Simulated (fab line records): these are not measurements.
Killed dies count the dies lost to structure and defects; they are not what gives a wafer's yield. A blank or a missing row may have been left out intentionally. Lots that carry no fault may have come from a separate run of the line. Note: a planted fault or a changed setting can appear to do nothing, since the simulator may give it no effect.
Tool commonality check :: flow gf180mcu :: Sampled: 13 lots, 39 wafers

## WHY THIS WAS OPENED
On 2 of the 13 lots, a flag is raised at GF_HV_LDD_CD_MEAS_31 on the reading cd_nm. Fault-free wafers read 400.2 nm, with a standard deviation of 2.4.
Rule: flag the lot when none of its wafers has a number, or when each of its wafers that has one lies beyond 4 standard deviations from that mean. All remaining lots are regarded as sound.

lot: L130
measured: day 12 00:04
on: cd_sem-01
cd_nm (nm), wafer by wafer: 401.5 401.4 402.0
flag: 

lot: L131
measured: day 12 02:28
on: cd_sem-01
cd_nm (nm), wafer by wafer: 398.4 397.8 397.7
flag: 

lot: L132
measured: day 12 14:24
on: cd_sem-01
cd_nm (nm), wafer by wafer: 402.1 399.9 400.8
flag: 

lot: L133
measured: day 12 19:32
on: cd_sem-02
cd_nm (nm), wafer by wafer: 404.0 404.0 405.4
flag: 

lot: L134
measured: day 12 23:38
on: cd_sem-01
cd_nm (nm), wafer by wafer: 401.0 401.3 402.6
flag: 

lot: L135
measured: day 13 01:52
on: cd_sem-02
cd_nm (nm), wafer by wafer: 399.2 399.5 398.1
flag: 

lot: L136
measured: day 13 12:13
on: cd_sem-02
cd_nm (nm), wafer by wafer: 399.5 399.6 397.6
flag: 

lot: L137
measured: day 13 18:34
on: cd_sem-02
cd_nm (nm), wafer by wafer: 399.4 397.5 399.3
flag: 

lot: L138
measured: day 14 05:20
on: cd_sem-01
cd_nm (nm), wafer by wafer: 397.0 397.0 395.9
flag: 

lot: L147
measured: day 17 01:14
on: cd_sem-01
cd_nm (nm), wafer by wafer: 431.0 429.4 430.5
flag: FLAGGED

lot: L149
measured: day 17 22:48
on: cd_sem-02
cd_nm (nm), wafer by wafer: 427.9 427.8 425.5
flag: FLAGGED

lot: L152
measured: day 18 19:36
on: cd_sem-01
cd_nm (nm), wafer by wafer: 397.0 396.8 397.2
flag: 

lot: L153
measured: day 19 01:47
on: cd_sem-01
cd_nm (nm), wafer by wafer: 401.8 403.2 398.8
flag: 
The numbers of the flagged lots are 428.7 nm on average: +28.5 nm against the usual, or +12 standard deviations.

## WHICH TOOL RAN EACH LOT
The record keeps 1 process step preceding the reading, out of 602 steps on the route. In each cell: the tool, then ch and the chambers that the sampled wafers went through, then the start.
lot: L130
flag: 
GF_HV_LDD_EXPOSE_28: iline_stepper-02 ch 0, day 11 15:07

lot: L131
flag: 
GF_HV_LDD_EXPOSE_28: iline_stepper-02 ch 0, day 11 17:23

lot: L132
flag: 
GF_HV_LDD_EXPOSE_28: iline_stepper-02 ch 0, day 12 04:24

lot: L133
flag: 
GF_HV_LDD_EXPOSE_28: iline_stepper-01 ch 0, day 12 09:20

lot: L134
flag: 
GF_HV_LDD_EXPOSE_28: iline_stepper-02 ch 0, day 12 14:21

lot: L135
flag: 
GF_HV_LDD_EXPOSE_28: iline_stepper-02 ch 0, day 12 16:08

lot: L136
flag: 
GF_HV_LDD_EXPOSE_28: iline_stepper-01 ch 0, day 13 02:12

lot: L137
flag: 
GF_HV_LDD_EXPOSE_28: iline_stepper-01 ch 0, day 13 08:41

lot: L138
flag: 
GF_HV_LDD_EXPOSE_28: iline_stepper-01 ch 0, day 13 19:32

lot: L147
flag: FLAGGED
GF_HV_LDD_EXPOSE_28: iline_stepper-02 ch 0, day 16 13:40

lot: L149
flag: FLAGGED
GF_HV_LDD_EXPOSE_28: iline_stepper-02 ch 0, day 17 11:35

lot: L152
flag: 
GF_HV_LDD_EXPOSE_28: iline_stepper-01 ch 0, day 18 07:49

lot: L153
flag: 
GF_HV_LDD_EXPOSE_28: iline_stepper-01 ch 0, day 18 13:38
What the steps here do:
- GF_HV_LDD_EXPOSE_28: exposes mask Nplus HV AREA, target cd 400 nm.
- GF_HV_LDD_CD_MEAS_31: target cd 400 nm.

## FLAGGED AGAINST TOTAL, ONE TOOL AT A TIME (gauges that did the reading follow at the end)
step: GF_HV_LDD_EXPOSE_28
tool: iline_stepper-01
lots run: 6
flagged: 0
share of the flagged lots: none
sound lots run after its first flagged lot: -

step: GF_HV_LDD_EXPOSE_28
tool: iline_stepper-02
lots run: 7
flagged: 2
share of the flagged lots: all
sound lots run after its first flagged lot: 0

step: GF_HV_LDD_CD_MEAS_31
tool: cd_sem-01
lots run: 8
flagged: 1
share of the flagged lots: some
sound lots run after its first flagged lot: 2 (L152,L153)

step: GF_HV_LDD_CD_MEAS_31
tool: cd_sem-02
lots run: 5
flagged: 1
share of the flagged lots: some
sound lots run after its first flagged lot: 0

## WHAT IS ALLOWED BY THE TABLE
1 row of the table ran every flagged lot: iline_stepper-02 at GF_HV_LDD_EXPOSE_28.
- iline_stepper-02 at GF_HV_LDD_EXPOSE_28 ran 7 lots, 2 of them flagged. It ran its last sound lot, L135, at day 12 16:08 and its first flagged lot, L147, at day 16 13:40: a fault with its onset between the two fits. Its own readings (exposure_dose_mJ_cm2) fall more than 4 standard deviations out on all wafers of the flagged lots.
iline_stepper-02 at GF_HV_LDD_EXPOSE_28 is the single tool remaining.

## WHAT WAS PUT IN BY THE SIMULATOR
Drift in process parameters on iline_stepper-02 at GF_HV_LDD_EXPOSE_28, starting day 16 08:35. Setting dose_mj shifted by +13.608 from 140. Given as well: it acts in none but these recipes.
Lots struck among those shown: L147, L149. The rule given above showed the same thing.
